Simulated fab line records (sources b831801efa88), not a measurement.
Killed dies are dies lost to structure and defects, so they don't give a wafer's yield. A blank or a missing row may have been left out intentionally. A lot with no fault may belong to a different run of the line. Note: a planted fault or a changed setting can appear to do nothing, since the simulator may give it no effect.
A struck lot beside a sound one	flow sky130	15 steps out of a route of 708
Sound: wafers L774.1, L774.4, L774.5. Struck: wafers L783.1, L783.3, L783.4. The cause is given at the end.
For every step that has rows: the tool of each side, followed by ch and its chambers, followed by its first start. Under that, the readings that differ: sound wafers	struck wafers	difference of the means	sigmas: that difference in standard deviations of wafers without a fault.
alike: same words and numbers on both sides, and readings whose means sit less than 2 such deviations apart. not compared: any withheld reading, any reading some wafer has no value for, any bound like >300 that may hide the same value, and any number with overlapping values for which the record gives no deviation.
The two part at a step that has a row with sigmas, a row that says differs or no value, or rows on one side only. Non-overlapping numbers with no deviation appear without sigmas and do not part them. Lack of a reading on every wafer of one side parts them only where that side has two or more wafers.

SKY_METAL4_ETCH_16: etches BARC in N2/H2, stops on SiO2, time 91.81 s, target depth 60 nm.
  sound on rie-metal-03 ch 1, day 44 14:01; struck on rie-metal-03 ch 0,1, day 46 19:24
  alike: drypump-motor-current-A, oes-product-au, throttle-valve-pct
  not compared: rf-hours-counter-h
SKY_METAL4_ETCH_17: etches SiO2 in C4F8/O2/Ar, stops on TiN, time 3.9 s, target depth 15 nm.
  sound on rie-diel-01 ch 1,2, day 44 14:07; struck on rie-diel-01 ch 0,1,2, day 46 19:30
  alike: oes-product-au, rf-fwd-power-W
  not compared: rf-hours-counter-h
SKY_METAL4_METAL_ETCH_18: etches the open film in Cl2/BCl3, stops on SiO2, target depth 845 nm, time 183.1 s.
  sound on rie-metal-01 ch 0, day 44 14:08; struck on rie-metal-04 ch 0,1, day 46 19:31
  alike: drypump-motor-current-A, oes-product-au, rf-fwd-power-W, throttle-valve-pct
  not compared: rf-hours-counter-h
SKY_METAL4_STRIP_19: strips in O2/N2.
  sound on plasma-asher-03 ch 0,1, day 44 14:19; struck on plasma-asher-02 ch 0,1, day 46 19:41
  alike: drypump-motor-current-A, oes-product-au, strip-time-to-endpoint-s
  not compared: rf-hours-counter-h
then, 4 steps without rows for these wafers: SKY_METAL4_STRIP_20 (strips in post etch residue remover, time 1200 s); SKY_METAL4_CLEAN_21 (cleans in IPA, time 180 s); SKY_METAL4_CLEAN_22 (cleans in O3/DIW); SKY_VIA4_HDPCVD_00 (deposits SiO2, target thk 1750 nm, time 291.7 s).
SKY_VIA4_THK_MEAS_01:
  struck on film-metro-02, day 46 20:33; sound on film-metro-01, day 44 15:08
  alike: VIA4_HDPCVD_THK
SKY_VIA4_CMP_02: polishes SiO2.
  sound on cmp-02 ch 1,3, day 44 15:11; struck on cmp-02 ch 0,1,3, day 46 20:37
  alike: motor-current-A, slurry-filter-dp-kPa
SKY_VIA4_BOW_MEAS_03:
  struck on film-metro-03, day 46 20:55; sound on film-metro-01, day 44 15:29
  alike: VIA4_BOW
then, 1 step without rows for these wafers: SKY_VIA4_DEHYDRATE_04 (time 60 s).
SKY_VIA4_HMDS_05: prime time 60 s.
  sound on litho-track-04 ch 0, day 45 02:07; struck on litho-track-04 ch 0, day 47 06:40
reading	sound	struck	difference	sigmas
prime-temp-c (C)	119.95 120.02 120.03	113.41 113.82 113.74	-6.34	-42
then, 1 step without rows for these wafers: SKY_VIA4_COAT_06 (resist thk 1140 nm).
SKY_PAD_OPEN_PROBE_99:
  the record has rows for the sound wafers here (prober-01, day 48 05:47) and none for the struck ones

== WHERE THEY PART ==
First at SKY_VIA4_HMDS_05; last, within this record, at SKY_PAD_OPEN_PROBE_99.

WHY: the cause the simulator had injected
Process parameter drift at SKY_VIA4_HMDS_05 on litho-track-04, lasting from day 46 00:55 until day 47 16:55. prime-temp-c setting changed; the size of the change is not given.
